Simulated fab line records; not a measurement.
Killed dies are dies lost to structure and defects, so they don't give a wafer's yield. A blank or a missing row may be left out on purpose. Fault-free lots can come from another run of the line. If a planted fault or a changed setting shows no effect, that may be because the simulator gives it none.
Which tool did it? :: flow sky130 :: 45 wafers from 15 lots sampled at 2 of the route's 708 steps

## WHAT EACH GAUGE READ, for each wafer
SKY_VIA1_THK_MEAS_01.
lot: L648
measured: day 32 13:34
on: film-metro-02
VIA1_HDPCVD_THK (nm): 1029 1042 1038

lot: L650
measured: day 33 09:04
on: film-metro-02
VIA1_HDPCVD_THK (nm): 1038 1030 1026

lot: L652
measured: day 34 06:29
on: film-metro-02
VIA1_HDPCVD_THK (nm): 1030 1037 1029

lot: L653
measured: day 34 11:16
on: film-metro-03
VIA1_HDPCVD_THK (nm): 1033 1030 1044

lot: L654
measured: day 34 13:29
on: film-metro-03
VIA1_HDPCVD_THK (nm): 1012 1021 1019

lot: L655
measured: day 34 23:22
on: film-metro-02
VIA1_HDPCVD_THK (nm): 1040 1030 1048

lot: L657
measured: day 35 17:11
on: film-metro-03
VIA1_HDPCVD_THK (nm): 1041 1029 1042

lot: L664
measured: day 38 03:09
on: film-metro-02
VIA1_HDPCVD_THK (nm): 1033 1056 1058

lot: L666
measured: day 38 12:52
on: film-metro-02
VIA1_HDPCVD_THK (nm): 1040 1046 1045

lot: L665
measured: day 38 13:38
on: film-metro-02
VIA1_HDPCVD_THK (nm): 1029 1028 1031

lot: L667
measured: day 38 16:23
on: film-metro-02
VIA1_HDPCVD_THK (nm): 1021 1039 1038

lot: L668
measured: day 39 04:34
on: film-metro-01
VIA1_HDPCVD_THK (nm): 1031 1043 1045

lot: L669
measured: day 39 06:46
on: film-metro-02
VIA1_HDPCVD_THK (nm): 1037 1033 1032

lot: L671
measured: day 39 17:26
on: film-metro-01
VIA1_HDPCVD_THK (nm): 1029 1038 1036

lot: L670
measured: day 39 23:31
on: film-metro-01
VIA1_HDPCVD_THK (nm): 1047 1051 1053

## EACH LOT AND THE TOOL THAT RAN IT (in order: tool; ch and the chambers of the sampled wafers; start)
lot: L648
SKY_METAL1_ETCH_18: rie-metal-01 ch 0,1, day 32 12:42

lot: L650
SKY_METAL1_ETCH_18: rie-metal-03 ch 0,1, day 33 08:09

lot: L652
SKY_METAL1_ETCH_18: rie-metal-02 ch 0,1, day 34 05:38

lot: L653
SKY_METAL1_ETCH_18: rie-metal-01 ch 0,1, day 34 10:24

lot: L654
SKY_METAL1_ETCH_18: rie-metal-02 ch 0,1, day 34 12:38

lot: L655
SKY_METAL1_ETCH_18: rie-metal-03 ch 0,1, day 34 22:31

lot: L657
SKY_METAL1_ETCH_18: rie-metal-03 ch 0,1, day 35 16:20

lot: L664
SKY_METAL1_ETCH_18: rie-metal-03 ch 0,1, day 38 02:15

lot: L666
SKY_METAL1_ETCH_18: rie-metal-03 ch 0,1, day 38 11:59

lot: L665
SKY_METAL1_ETCH_18: rie-metal-01 ch 0, day 38 12:35

lot: L667
SKY_METAL1_ETCH_18: rie-metal-02 ch 0,1, day 38 15:32

lot: L668
SKY_METAL1_ETCH_18: rie-metal-03 ch 0,1, day 39 03:42

lot: L669
SKY_METAL1_ETCH_18: rie-metal-01 ch 1, day 39 05:44

lot: L671
SKY_METAL1_ETCH_18: rie-metal-01 ch 0,1, day 39 16:34

lot: L670
SKY_METAL1_ETCH_18: rie-metal-03 ch 0, day 39 22:39
- SKY_METAL1_ETCH_18: etches BARC in N2/H2, stops on SiO2, time 45.9 s, target depth 60 nm.

## AS READ BY THE TOOLS THEMSELVES (means over the sampled wafers that have a number; for cases with no such wafer, the mark the record gives instead)
SKY_METAL1_ETCH_18.
lot: L648
tool: rie-metal-01
bias-w (W): 99.72
chamber-pressure-mTorr (mTorr): 29.993
drypump-motor-current-A (A): 5.4
n2-flow-sccm (sccm): 100.0
oes-product-au (a.u.): 0.850
rf-fwd-power-W (W): 495.0
throttle-valve-pct (%): 13.231

lot: L650
tool: rie-metal-03
bias-w (W): 99.97
chamber-pressure-mTorr (mTorr): 30.012
drypump-motor-current-A (A): 5.5
n2-flow-sccm (sccm): 100.1
oes-product-au (a.u.): 0.855
rf-fwd-power-W (W): 495.4
throttle-valve-pct (%): 13.220

lot: L652
tool: rie-metal-02
bias-w (W): 99.92
chamber-pressure-mTorr (mTorr): 30.020
drypump-motor-current-A (A): 6.4
n2-flow-sccm (sccm): 100.0
oes-product-au (a.u.): 0.847
rf-fwd-power-W (W): 495.9
throttle-valve-pct (%): 13.220

lot: L653
tool: rie-metal-01
bias-w (W): 100.20
chamber-pressure-mTorr (mTorr): 29.997
drypump-motor-current-A (A): 5.4
n2-flow-sccm (sccm): 100.0
oes-product-au (a.u.): 0.853
rf-fwd-power-W (W): 494.6
throttle-valve-pct (%): 13.235

lot: L654
tool: rie-metal-02
bias-w (W): 100.09
chamber-pressure-mTorr (mTorr): 29.996
drypump-motor-current-A (A): 6.4
n2-flow-sccm (sccm): 99.6
oes-product-au (a.u.): 0.859
rf-fwd-power-W (W): 494.6
throttle-valve-pct (%): 13.218

lot: L655
tool: rie-metal-03
bias-w (W): 99.88
chamber-pressure-mTorr (mTorr): 30.002
drypump-motor-current-A (A): 5.2
n2-flow-sccm (sccm): 99.7
oes-product-au (a.u.): 0.858
rf-fwd-power-W (W): 495.3
throttle-valve-pct (%): 13.222

lot: L657
tool: rie-metal-03
bias-w (W): 100.16
chamber-pressure-mTorr (mTorr): 30.008
drypump-motor-current-A (A): 5.3
n2-flow-sccm (sccm): 100.1
oes-product-au (a.u.): 0.853
rf-fwd-power-W (W): 495.1
throttle-valve-pct (%): 13.217

lot: L664
tool: rie-metal-03
bias-w (W): 100.34
chamber-pressure-mTorr (mTorr): 29.981
drypump-motor-current-A (A): 5.2
n2-flow-sccm (sccm): 99.6
oes-product-au (a.u.): 0.845
rf-fwd-power-W (W): 496.0
throttle-valve-pct (%): 13.216

lot: L666
tool: rie-metal-03
bias-w (W): 99.94
chamber-pressure-mTorr (mTorr): 30.045
drypump-motor-current-A (A): 5.5
n2-flow-sccm (sccm): 100.0
oes-product-au (a.u.): 0.856
rf-fwd-power-W (W): 495.8
throttle-valve-pct (%): 13.231

lot: L665
tool: rie-metal-01
bias-w (W): 99.74
chamber-pressure-mTorr (mTorr): 29.999
drypump-motor-current-A (A): 4.9
n2-flow-sccm (sccm): 99.8
oes-product-au (a.u.): 0.850
rf-fwd-power-W (W): 496.3
throttle-valve-pct (%): 13.220

lot: L667
tool: rie-metal-02
bias-w (W): 100.25
chamber-pressure-mTorr (mTorr): 30.001
drypump-motor-current-A (A): 6.3
n2-flow-sccm (sccm): 100.0
oes-product-au (a.u.): 0.851
rf-fwd-power-W (W): 496.8
throttle-valve-pct (%): 13.224

lot: L668
tool: rie-metal-03
bias-w (W): 99.91
chamber-pressure-mTorr (mTorr): 30.017
drypump-motor-current-A (A): 5.5
n2-flow-sccm (sccm): 100.2
oes-product-au (a.u.): 0.851
rf-fwd-power-W (W): 495.1
throttle-valve-pct (%): 13.230

lot: L669
tool: rie-metal-01
bias-w (W): 100.09
chamber-pressure-mTorr (mTorr): 29.995
drypump-motor-current-A (A): 5.7
n2-flow-sccm (sccm): 100.1
oes-product-au (a.u.): 0.855
rf-fwd-power-W (W): 494.4
throttle-valve-pct (%): 13.227

lot: L671
tool: rie-metal-01
bias-w (W): 99.77
chamber-pressure-mTorr (mTorr): 30.000
drypump-motor-current-A (A): 5.4
n2-flow-sccm (sccm): 99.9
oes-product-au (a.u.): 0.852
rf-fwd-power-W (W): 496.4
throttle-valve-pct (%): 13.231

lot: L670
tool: rie-metal-03
bias-w (W): 100.14
chamber-pressure-mTorr (mTorr): 29.992
drypump-motor-current-A (A): 5.7
n2-flow-sccm (sccm): 99.9
oes-product-au (a.u.): 0.850
rf-fwd-power-W (W): 493.5
throttle-valve-pct (%): 13.233

## THE ANSWER, worked out from the rows above alone
Rule: usual is defined by the lots themselves. Put in order of their means at a reading, lots are off if they are a third of the lots or fewer, leave a main group of 4 or more, and stand apart from it by a gap of 3 or more times the standard deviation of the main group's means; of several such gaps the widest counts. The tables above print the reading to a certain number of digits; a main group whose means all agree to those digits is not used. Also off: a lot with no number at a reading for which 4 or more lots have one. The other lots that the step has rows for count as sound. The gauges are gone through in route order, then the tools' own readings, and for those a lot's mean is taken as printed above. The first step at which some lot is off is used, and at that step the reading that is off furthest; a lot without a number counts as furthest.
No lot is off on any of the readings shown, so nothing can be concluded from this.

## WHAT THE SIMULATOR PUT IN
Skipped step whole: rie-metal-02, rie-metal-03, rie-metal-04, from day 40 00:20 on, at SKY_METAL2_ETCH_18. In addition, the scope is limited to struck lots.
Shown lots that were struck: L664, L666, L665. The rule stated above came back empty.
